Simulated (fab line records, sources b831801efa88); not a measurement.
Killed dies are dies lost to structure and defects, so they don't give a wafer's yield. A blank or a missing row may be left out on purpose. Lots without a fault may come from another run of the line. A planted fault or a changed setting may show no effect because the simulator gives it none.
Which tool did it? | flow gf180mcu | 11 lots, 33 wafers sampled, at 3 steps of a route of 602

WHAT THE GAUGES READ, wafer by wafer
GF_V1_RS_MEAS_24: measures by four-point-probe.
lot  | measured     | on            | V1_W_RS (ohm/sq)
L871 | day 18 06:24 | film_metro-03 | 0.328 0.317 0.327
L875 | day 19 20:26 | film_metro-03 | 0.327 0.321 0.330
L876 | day 20 07:13 | film_metro-02 | 0.324 0.324 0.331
L882 | day 22 12:20 | film_metro-02 | 0.339 0.344 0.344
L887 | day 24 07:32 | film_metro-02 | 0.330 0.321 0.327
L889 | day 25 02:40 | film_metro-04 | 0.332 0.324 0.333
L890 | day 25 06:05 | film_metro-04 | 0.323 0.326 0.335
L891 | day 25 12:17 | film_metro-02 | 0.324 0.328 0.328
L892 | day 25 17:40 | film_metro-02 | 0.323 0.328 0.323
L893 | day 26 03:23 | film_metro-04 | 0.322 0.329 0.325
L894 | day 26 13:31 | film_metro-04 | 0.326 0.325 0.324

WHICH TOOL RAN EACH LOT (tool, then ch and the chambers of the sampled wafers, then the start)
lot  | GF_V1_STRIP_18                       | GF_V1_CVD_23
L871 | plasma_asher-02 ch 0,1, day 18 05:37 | cvd_w-02 ch 0,1, day 18 06:17
L875 | plasma_asher-03 ch 0,1, day 19 19:41 | cvd_w-02 ch 0,1, day 19 20:19
L876 | plasma_asher-03 ch 0,1, day 20 06:28 | cvd_w-02 ch 0,1, day 20 07:06
L882 | plasma_asher-01 ch 0,1, day 22 11:34 | cvd_w-02 ch 1, day 22 12:13
L887 | plasma_asher-02 ch 0,1, day 24 06:46 | cvd_w-01 ch 0,1, day 24 07:25
L889 | plasma_asher-02 ch 0,1, day 25 01:55 | cvd_w-01 ch 0,1, day 25 02:33
L890 | plasma_asher-02 ch 0,1, day 25 05:20 | cvd_w-01 ch 0,1, day 25 05:58
L891 | plasma_asher-03 ch 0,1, day 25 11:31 | cvd_w-02 ch 0,1, day 25 12:10
L892 | plasma_asher-03 ch 0,1, day 25 16:55 | cvd_w-01 ch 0,1, day 25 17:33
L893 | plasma_asher-01 ch 0,1, day 26 02:37 | cvd_w-01 ch 0,1, day 26 03:16
L894 | plasma_asher-01 ch 0,1, day 26 12:47 | cvd_w-02 ch 0,1, day 26 13:25
- GF_V1_STRIP_18: strips in O2/N2.
- GF_V1_CVD_23: deposits W, target thk 350 nm, time 105.05 s.

THE ANSWER, worked out from the rows above alone
Rule: what is usual is taken from the lots themselves. Put in order of their means at a reading, lots are off if they are a third of the lots or fewer, leave a main group of 4 or more, and stand apart from it by a gap of 3 or more times the standard deviation of the main group's means; of several such gaps the widest counts. A main group whose means are all the same, to the digits that the tables above print for the reading, isn't used. A lot without any number at a reading at which 4 lots or more have one is off too. The other lots that the step has rows for count as sound.
Off: L882, at GF_V1_RS_MEAS_24 (V1_W_RS). The main group: mean 0.326 ohm/sq, standard deviation 0.0016.
A tool fits if, at a process step before that reading, it ran every lot that is off, and no sound lot after the first of them. The gauges at GF_V1_RS_MEAS_24 are tried like those tools. None of those tried fits.

WHAT THE SIMULATOR HAD PUT IN
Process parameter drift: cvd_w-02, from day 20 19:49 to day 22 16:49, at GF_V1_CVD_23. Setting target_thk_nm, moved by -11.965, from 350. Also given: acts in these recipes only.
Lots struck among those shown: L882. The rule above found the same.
